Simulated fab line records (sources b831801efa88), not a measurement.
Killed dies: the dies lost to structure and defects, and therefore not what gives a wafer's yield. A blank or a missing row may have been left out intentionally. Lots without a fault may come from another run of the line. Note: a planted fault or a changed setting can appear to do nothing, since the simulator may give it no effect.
A struck lot beside a sound one ; flow sky130 ; 20 out of 708 route steps
Sound: wafers L848.2, L848.5, L848.6. Wafers struck: L857.1, L857.2, L857.6. At the end, the cause is stated.
Each step with rows lists, per side, the tool, then ch with its chambers, then its first start. Under that, the readings that differ: sound wafers ; struck wafers ; difference of the means ; sigmas: that difference in standard deviations of wafers without a fault.
alike: same words and numbers on both sides, and readings whose means sit less than 2 such deviations apart. not compared: any withheld reading, any reading some wafer has no value for, any bound like >300 that may hide the same value, and any number with overlapping values for which the record gives no deviation.
A row with sigmas, a row that says differs or no value, or rows on one side alone: a step with any of these is where the two part. Numbers that don't overlap but have no deviation are shown without sigmas and don't part them. Lack of a reading on every wafer of one side parts them only where that side has two or more wafers.

first, 8 steps without rows for these wafers: SKY_RES_XHIGH_DEHYDRATE_00 (time 60 s); SKY_RES_XHIGH_HMDS_01 (prime time 60 s); SKY_RES_XHIGH_COAT_02 (resist thk 1140 nm); SKY_RES_XHIGH_SOFTBAKE_03 (time 60 s); SKY_RES_XHIGH_EXPOSE_04 (exposes mask URPM, target cd 1270 nm); SKY_RES_XHIGH_PEB_05; SKY_RES_XHIGH_DEVELOP_06 (develop time 60 s); SKY_RES_XHIGH_IMPLANT_07.
SKY_RES_XHIGH_STRIP_08: strips in O2/N2.
  sound on plasma asher-04 ch 0,1, day 27 00:53; struck on plasma asher-03 ch 0,1, day 30 08:44
  alike: drypump motor current A, n2 flow sccm, oes product au, strip time to endpoint s
  not compared: rf hours counter h
SKY_RES_XHIGH_TW_MEAS_09:
  sound: film metro-04 at day 27 00:59; struck: film metro-02 at day 30 08:50
  alike: RES_XHIGH_TW
then, 2 steps without rows for these wafers: SKY_SD_N_DEHYDRATE_00 (time 60 s); SKY_SD_N_HMDS_01 (prime time 60 s).
SKY_SD_N_COAT_02: resist thk 1140 nm.
  sound on litho track-04 ch 0, day 27 14:40; struck on litho track-04, day 30 23:02
  no value came back on the struck wafers for chill plate temp C (C), dispense pressure kPa (kPa); on the sound wafers chill plate temp C (C) reads 22.93 23.12 22.94
then, 4 steps without rows for these wafers: SKY_SD_N_SOFTBAKE_03 (time 60 s); SKY_SD_N_EXPOSE_04 (exposes mask NSDM, target cd 380 nm); SKY_SD_N_PEB_05; SKY_SD_N_DEVELOP_06 (develop time 60 s).
SKY_SD_N_CD_MEAS_07: the cd target is 380 nm.
  sound: cd sem-01 at day 28 04:34; struck: cd sem-02 at day 31 12:17
reading;sound;struck;difference;sigmas
cd nm (nm);378.5 378.2 378.3;- - -;no value on the struck wafers;
SKY_SD_N_OVL_MEAS_08:
  sound: overlay-01 at day 28 04:40; struck: overlay-02 at day 31 12:24
reading;sound;struck;difference;sigmas
SD_N_OVL (nm);0.4 1.0 -1.0;- - -;no value on the struck wafers;
-- here the record skips 17 days between the struck wafers' starts before and after, leaving off in module SD_N and picking up in module PAD_OPEN (first step shown: number 708 of the route) --
SKY_PAD_OPEN_PROBE_99:
  sound: prober-02 at day 45 20:24; struck: prober-02 at day 48 10:26
reading;sound;struck;difference;sigmas
killed at front end;18 16 12;421 424;+407;+90
killed dies;83 92 86;492 492;+405;+47
killed on rim;17 12 15;96 96;+81;+21
  alike: killed_at_M0_to_M3, killed_at_M4_up, killed at contacts, killed at other, killed open, killed short

== WHERE THEY PART ==
Earliest at SKY_SD_N_COAT_02; latest, in this record, at SKY_PAD_OPEN_PROBE_99.

WHY: whatever the simulator had introduced
Beginning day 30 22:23, the whole step at SKY_SD_N_COAT_02 was skipped on litho track-04. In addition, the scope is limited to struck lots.
